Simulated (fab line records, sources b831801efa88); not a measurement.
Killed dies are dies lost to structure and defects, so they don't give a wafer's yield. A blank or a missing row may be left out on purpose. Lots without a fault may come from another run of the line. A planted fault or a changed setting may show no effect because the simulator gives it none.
Which tool did it? | flow sky130 | 14 lots, 42 wafers sampled, at 1 step of a route of 708

WHAT THE GAUGES READ, wafer by wafer
The record holds no reading of a measuring or inspecting step that can be judged against a usual standard deviation.

WHICH TOOL RAN EACH LOT (tool, then ch and the chambers of the sampled wafers, then the start)
lot  | SKY_NWELL_DEVELOP_22
L181 | litho_track-02 ch 0, day 5 06:00
L182 | litho_track-04 ch 0, day 5 16:00
L183 | litho_track-02 ch 0, day 5 20:00
L186 | litho_track-02 ch 0, day 6 13:00
L189 | litho_track-04 ch 0, day 7 05:00
L190 | litho_track-01 ch 0, day 7 12:00
L191 | litho_track-04 ch 0, day 7 20:00
L192 | litho_track-04 ch 0, day 8 07:00
L197 | litho_track-02, day 9 08:00
L198 | litho_track-02, day 9 13:00
L201 | litho_track-04 ch 0, day 10 08:00
L202 | litho_track-04 ch 0, day 10 12:00
L203 | litho_track-04 ch 0, day 10 22:00
L204 | litho_track-02 ch 0, day 11 05:00
- SKY_NWELL_DEVELOP_22: develop time 60 s.

WHAT THE TOOLS THEMSELVES READ (means of the sampled wafers that have a number; where no wafer has one, the mark that the record gives instead)
SKY_NWELL_DEVELOP_22.
lot  | tool           | chill_plate_temp_C (C) | exhaust_pa (Pa) | resist_line_temp_C (C)
L181 | litho_track-02 | 23.07                  | 45.8            | 23.17
L182 | litho_track-04 | 23.00                  | 44.3            | 22.98
L183 | litho_track-02 | 22.88                  | 44.9            | 22.90
L186 | litho_track-02 | 23.05                  | 43.3            | 22.97
L189 | litho_track-04 | 22.97                  | 45.3            | 22.96
L190 | litho_track-01 | 23.06                  | 43.9            | 23.06
L191 | litho_track-04 | 22.90                  | 45.6            | 23.14
L192 | litho_track-04 | 23.07                  | 44.6            | 23.12
L197 | litho_track-02 | -                      | -               | -
L198 | litho_track-02 | -                      | -               | -
L201 | litho_track-04 | 22.98                  | 45.5            | 22.93
L202 | litho_track-04 | 23.02                  | 44.8            | 22.98
L203 | litho_track-04 | 22.83                  | 45.6            | 23.13
L204 | litho_track-02 | 22.92                  | 45.4            | 22.93

THE ANSWER, worked out from the rows above alone
Rule: what is usual is taken from the lots themselves. Put in order of their means at a reading, lots are off if they are a third of the lots or fewer, leave a main group of 4 or more, and stand apart from it by a gap of 3 or more times the standard deviation of the main group's means; of several such gaps the widest counts. A main group whose means are all the same, to the digits that the tables above print for the reading, isn't used. A lot without any number at a reading at which 4 lots or more have one is off too. The other lots that the step has rows for count as sound. The gauges are gone through in route order, then the tools' own readings, and for those a lot's mean is taken as printed above. The first step at which some lot is off is used, and at that step the reading that is off furthest; a lot without a number counts as furthest.
Off: L197, L198, at SKY_NWELL_DEVELOP_22 (chill_plate_temp_C). Without a number there: L197, L198. The main group: mean 22.98 C, standard deviation 0.078.
A tool fits if, at that step or a process step before it, it ran every lot that is off, and no sound lot after the first of them. None of those tried fits.

WHAT THE SIMULATOR HAD PUT IN
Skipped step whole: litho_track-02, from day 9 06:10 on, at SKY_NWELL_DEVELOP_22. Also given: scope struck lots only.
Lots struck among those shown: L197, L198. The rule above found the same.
